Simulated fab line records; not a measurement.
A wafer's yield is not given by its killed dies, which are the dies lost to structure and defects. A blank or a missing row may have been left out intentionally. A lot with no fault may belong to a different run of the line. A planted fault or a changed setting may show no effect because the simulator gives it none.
Which tool did it?    flow sky130    6 lots, 18 wafers sampled, at 3 steps of a route of 708

## WHAT THE GAUGES SHOWED, per wafer
SKY_VIA2_THK_MEAS_01.
lot   measured      on             VIA2_HDPCVD_THK (nm)
L620  day 35 07:56  film_metro-03  1184 1173 1166
L624  day 37 16:23  film_metro-03  1177 1165 1174
L628  day 38 01:04  film_metro-03  1165 1164 1172
L630  day 38 12:37  film_metro-02  1162 1161 1169
L637  day 40 11:02  film_metro-03  1179 1170 1761
L641  day 41 15:56  film_metro-02  1186 1184 1186

## WHICH TOOL RAN EACH LOT (tool, then ch and the chambers of the sampled wafers, then the start)
lot   SKY_CONTACT_ETCH_18                            SKY_VIA2_HDPCVD_00
L620  rie_diel-03 ch 0,2, day 31 18:38 or earlier    hdpcvd-02 ch 0,2, day 35 07:49
L624  rie_diel-03 ch 0,1, day 34 02:53 or earlier    hdpcvd-02 ch 0,2, day 37 16:16
L628  rie_diel-04 ch 1,2, day 34 11:22 or earlier    hdpcvd-02 ch 1,2, day 38 00:56
L630  rie_diel-04 ch 1,2,3, day 35 00:16 or earlier  hdpcvd-02 ch 0,1,2, day 38 12:29
L637  rie_diel-03 ch 1,2,3, day 37 03:32 or earlier  hdpcvd-02 ch 0,1, day 40 10:54
L641  rie_diel-01 ch 0,2,3, day 38 10:16 or earlier  hdpcvd-01 ch 0,1,2, day 41 15:47
- SKY_CONTACT_ETCH_18: etches Si3N4 in CHF3/O2, stops on TiN, time 39 s, target depth 75 nm.
- SKY_VIA2_HDPCVD_00: deposits SiO2, target thk 1180 nm, time 196.7 s.

## THE ANSWER, worked out from the rows above alone
Rule: usual is defined by the lots themselves. The widest of any qualifying gaps counts: lots, ordered by their means at a reading, are off when they make up no more than a third of the lots, leave a main group of 4 or more, and stand apart from it by 3 or more times the standard deviation of that group's means. If all means in a main group match to the digits the tables above print for the reading, that group is not used. A lot without any number at a reading at which 4 lots or more have one is off too. All remaining lots with rows at the step are treated as sound.
Off: at SKY_VIA2_THK_MEAS_01 (VIA2_HDPCVD_THK), L637. The main group: mean 1173 nm, standard deviation 7.4.
If a tool, at a process step before that reading, ran all the lots that are off and no sound lot after the first of them, it fits. The gauges at SKY_VIA2_THK_MEAS_01 are tried like those tools. With no start given for some of its lots, SKY_CONTACT_ETCH_18 uses the hours and lot order of SKY_CONTACT_THK_MEAS_26. Can't be told from this: 3 tools fit, rie_diel-03 at SKY_CONTACT_ETCH_18, hdpcvd-02 at SKY_VIA2_HDPCVD_00, film_metro-03 at SKY_VIA2_THK_MEAS_01.

## WHAT HAD BEEN PUT IN BY THE SIMULATOR
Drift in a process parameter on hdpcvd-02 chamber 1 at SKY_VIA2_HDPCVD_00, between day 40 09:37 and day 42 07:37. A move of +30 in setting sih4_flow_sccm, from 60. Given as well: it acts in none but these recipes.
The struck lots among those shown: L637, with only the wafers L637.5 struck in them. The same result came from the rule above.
